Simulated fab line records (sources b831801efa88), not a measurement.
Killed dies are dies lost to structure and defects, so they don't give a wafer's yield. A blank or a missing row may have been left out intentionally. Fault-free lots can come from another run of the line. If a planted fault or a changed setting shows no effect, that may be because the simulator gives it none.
Which of the tools did it? -- flow gf180mcu -- 7 lots with 21 wafers sampled at 3 steps, on a route of 602 steps

## WHAT EACH GAUGE READ, for each wafer
GF_POLY_GATE_CD_MEAS_10: target cd 280 nm.
lot,measured,on,cd_nm (nm)
L138,day 9 10:50,cd_sem-02,280.4 280.2 280.4
L140,day 10 00:25,cd_sem-02,280.6 280.0 280.4
L143,day 10 23:15,cd_sem-01,278.9 279.5 278.8
L147,day 12 13:47,cd_sem-01,304.4 304.4 304.2
L151,day 13 09:12,cd_sem-01,282.5 280.2 280.6
L157,day 15 01:43,cd_sem-02,279.5 279.8 279.4
L160,day 16 02:11,cd_sem-02,280.6 279.5 279.9

## EACH LOT AND THE TOOL THAT RAN IT (in order: tool; ch and the chambers of the sampled wafers; start)
lot,GF_VT_IMPLANT_RTA_45,GF_POLY_GATE_SOFTBAKE_06
L138,"rtp_anneal-02 ch 0, day 7 19:39","litho_track-03 ch 0, day 9 02:00"
L140,"rtp_anneal-02 ch 0, day 8 07:41","litho_track-04 ch 0, day 9 15:00"
L143,"rtp_anneal-01 ch 0, day 9 04:52","litho_track-03 ch 0, day 10 13:00"
L147,"rtp_anneal-02 ch 0, day 10 18:25","litho_track-02 ch 0, day 12 04:00"
L151,"rtp_anneal-02 ch 0, day 11 12:22","litho_track-03 ch 0, day 12 23:00"
L157,"rtp_anneal-02 ch 0, day 13 02:38","litho_track-03 ch 0, day 14 15:00"
L160,"rtp_anneal-02 ch 0, day 14 03:10","litho_track-04 ch 0, day 15 15:00"
- GF_VT_IMPLANT_RTA_45: time 30 s.
- GF_POLY_GATE_SOFTBAKE_06: time 60 s.

## THE ANSWER, worked out from the rows above alone
Rule: the lots themselves supply what counts as usual. The widest of any qualifying gaps counts: lots, ordered by their means at a reading, are off when they make up no more than a third of the lots, leave a main group of 4 or more, and stand apart from it by 3 or more times the standard deviation of that group's means. Not used: any main group whose means are identical at the precision the tables above print for the reading. Also off: a lot with no number at a reading for which 4 or more lots have one. The other lots that the step has rows for count as sound.
Off at GF_POLY_GATE_CD_MEAS_10 (cd_nm): L147. For the main group the mean is 280.1 nm and the standard deviation 0.64.
If a tool, at a process step before that reading, ran all the lots that are off and no sound lot after the first of them, it fits. Those tools and the gauges at GF_POLY_GATE_CD_MEAS_10 are tried in the same way. One fits: litho_track-02 at GF_POLY_GATE_SOFTBAKE_06. It ran no sound lot before its first lot that is off in this sample, so the start can't be narrowed down.

## WHAT THE SIMULATOR HAD PUT IN
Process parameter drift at GF_POLY_GATE_SOFTBAKE_06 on litho_track-02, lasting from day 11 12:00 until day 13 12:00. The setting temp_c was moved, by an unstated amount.
Struck lots among those shown: L147. The same result came from the rule above.
